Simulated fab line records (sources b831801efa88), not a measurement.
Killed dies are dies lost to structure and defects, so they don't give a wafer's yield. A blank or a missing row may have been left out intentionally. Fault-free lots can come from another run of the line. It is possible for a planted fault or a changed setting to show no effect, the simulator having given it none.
Which of the tools did it? ; flow sky130 ; 15 lots, 45 wafers sampled, at 5 steps of a route of 708

== WHAT THE GAUGES READ, wafer by wafer ==
SKY_NWELL_TW_MEAS_15. Usual: NWELL_TW gives 1835 (standard deviation 14).
lot;measured;on;NWELL_TW;flag
L140;day 4 12:31;film_metro-03;1845 1834 1841;
L141;day 4 19:03;film_metro-04;1834 1829 1840;
L142;day 5 01:46;film_metro-03;1836 1831 1832;
L143;day 5 04:46;film_metro-01;1831 1831 1821;
L144;day 5 14:08;film_metro-03;1821 1834 1829;
L145;day 5 15:24;film_metro-01;1817 1815 1809;
L146;day 5 21:34;film_metro-04;1842 1836 1837;
L147;day 6 01:57;film_metro-04;1852 1839 1826;
L148;day 6 09:35;film_metro-01;1814 1812 1807;
L149;day 6 23:52;film_metro-03;1842 1832 1845;
L151;day 7 08:52;film_metro-03;1850 1845 1851;
L153;day 7 15:30;film_metro-01;1822 1827 1823;
L154;day 7 21:56;film_metro-01;1809 1812 1818;
L155;day 8 04:16;film_metro-04;1857 1859 1857;
L156;day 8 09:07;film_metro-04;1858 1859 1856;

SKY_VT_ADJUST_HVTP_TW_MEAS_11. Usual: VT_ADJUST_HVTP_TW gives 1360 (standard deviation 13).
lot;measured;on;VT_ADJUST_HVTP_TW;flag
L140;day 5 23:34;film_metro-02;1351 1351 1343;
L141;day 6 05:55;film_metro-04;1370 1373 1372;
L142;day 6 13:23;film_metro-02;1346 1350 1341;
L143;day 6 19:08;film_metro-02;1345 1344 1342;
L144;day 7 03:07;film_metro-04;1381 1376 1379;
L145;day 7 04:29;film_metro-02;1348 1352 1351;
L146;day 7 11:11;film_metro-04;1379 1372 1379;
L147;day 7 15:17;film_metro-02;1352 1346 1353;
L148;day 8 00:35;film_metro-04;1382 1381 1377;
L149;day 8 16:20;film_metro-01;1354 1360 1360;
L151;day 9 01:51;film_metro-04;1366 1373 1363;
L153;day 9 09:41;film_metro-02;754 755 760;OFF
L154;day 9 18:05;film_metro-04;768 764 763;OFF
L155;day 9 23:32;film_metro-02;754 756 758;OFF
L156;day 10 02:50;film_metro-04;770 767 767;OFF

SKY_CONTACT_OVL_MEAS_15. Usual: CONTACT_OVL gives -3 nm (standard deviation 6.2).
lot;measured;on;CONTACT_OVL (nm);flag
L140;day 30 22:26;overlay-02;6 -1 2;
L141;day 31 05:51;overlay-01;3 6 -7;
L142;day 31 17:31;overlay-01;2 -1 -2;
L143;day 32 04:18;overlay-02;-7 -4 -4;
L144;day 33 08:39;overlay-01;-10 -4 -13;
L145;day 33 11:26;overlay-01;-5 0 2;
L146;day 33 10:23;overlay-01;-9 -8 -5;
L147;day 33 16:42;overlay-02;6 -2 -1;
L148;day 33 19:23;overlay-01;-11 3 6;
L149;day 34 23:26;overlay-02;-8 -1 6;
L151;day 35 03:05;overlay-02;-7 -2 -6;
L153;day 35 17:00;overlay-01;-12 -8 -4;
L154;day 35 21:43;overlay-01;9 -8 -13;
L155;day 36 02:38;overlay-01;-5 -15 -1;
L156;day 36 06:51;overlay-01;4 -6 -1;

SKY_METAL1_RS_MEAS_05: measures by four-point-probe. Usual: METAL1_ALCU_RS gives 0.1267 ohm/sq (standard deviation 0.0014).
lot;measured;on;METAL1_ALCU_RS (ohm/sq);flag
L140;day 31 00:01;film_metro-03;0.1296 0.1281 0.1288;
L141;day 31 07:28;film_metro-04;0.1268 0.1264 0.1263;
L142;day 31 19:08;film_metro-03;0.1252 0.1243 0.1257;
L143;day 32 05:58;film_metro-04;0.1275 0.1281 0.1270;
L144;day 33 10:25;film_metro-03;0.1240 0.1244 0.1253;
L145;day 33 12:59;film_metro-04;0.1267 0.1256 0.1258;
L146;day 33 11:57;film_metro-04;0.1265 0.1274 0.1275;
L147;day 33 18:15;film_metro-03;0.1249 0.1244 0.1252;
L148;day 33 20:56;film_metro-04;0.1300 0.1306 0.1309;
L149;day 35 00:59;film_metro-03;0.1280 0.1281 0.1279;
L151;day 35 04:42;film_metro-01;0.1276 0.1281 0.1271;
L153;day 35 18:35;film_metro-04;0.1271 0.1281 0.1278;
L154;day 35 23:19;film_metro-01;0.1245 0.1248 0.1252;
L155;day 36 04:13;film_metro-01;0.1272 0.1261 0.1255;
L156;day 36 08:28;film_metro-01;0.1259 0.1273 0.1260;

== TOOL THAT RAN EACH LOT (tool first, then ch and the chambers of the sampled wafers, then the start) ==
lot;SKY_VT_ADJUST_HVTP_IMPLANT_09
L140;implanter-02 ch 0, day 5 23:20
L141;implanter-02 ch 0, day 6 05:40
L142;implanter-04 ch 0, day 6 13:10
L143;implanter-02 ch 0, day 6 18:53
L144;implanter-02 ch 0, day 7 02:54
L145;implanter-01 ch 0, day 7 04:14
L146;implanter-04 ch 0, day 7 10:57
L147;implanter-04 ch 0, day 7 15:02
L148;implanter-02 ch 0, day 8 00:20
L149;implanter-04 ch 0, day 8 16:05
L151;implanter-04 ch 0, day 9 01:37
L153;implanter-04 ch 0, day 9 09:26
L154;implanter-02 ch 0, day 9 17:52
L155;implanter-02 ch 0, day 9 23:18
L156;implanter-04 ch 0, day 10 02:35
- SKY_VT_ADJUST_HVTP_IMPLANT_09

== WHAT THE TOOLS THEMSELVES READ (means of the sampled wafers that have a number; where no wafer has one, the mark that the record gives instead) ==
The record holds no such reading with a usual standard deviation.

== THE ANSWER, worked out from the rows above alone ==
Rule: take the mean of a lot's wafers that have a number; if it is more than 3 standard deviations from the usual mean, the lot is off. A lot without any number at a reading at which 4 lots or more have one is off too. Any other lot the step has rows for is counted as sound. The gauges are gone through in route order, then the tools' own readings, and for those a lot's mean is taken as printed above. At the first step where some lot is off, the reading lying furthest off is the one used; lots without a number count as furthest.
Off: L153, L154, L155, L156, at SKY_VT_ADJUST_HVTP_TW_MEAS_11 (VT_ADJUST_HVTP_TW).
If a tool, at a process step before that reading, ran all the lots that are off and no sound lot after the first of them, it fits. Those tools and the gauges at SKY_VT_ADJUST_HVTP_TW_MEAS_11 are tried in the same way. Of those tried, none fits.

== WHAT HAD BEEN PUT IN BY THE SIMULATOR ==
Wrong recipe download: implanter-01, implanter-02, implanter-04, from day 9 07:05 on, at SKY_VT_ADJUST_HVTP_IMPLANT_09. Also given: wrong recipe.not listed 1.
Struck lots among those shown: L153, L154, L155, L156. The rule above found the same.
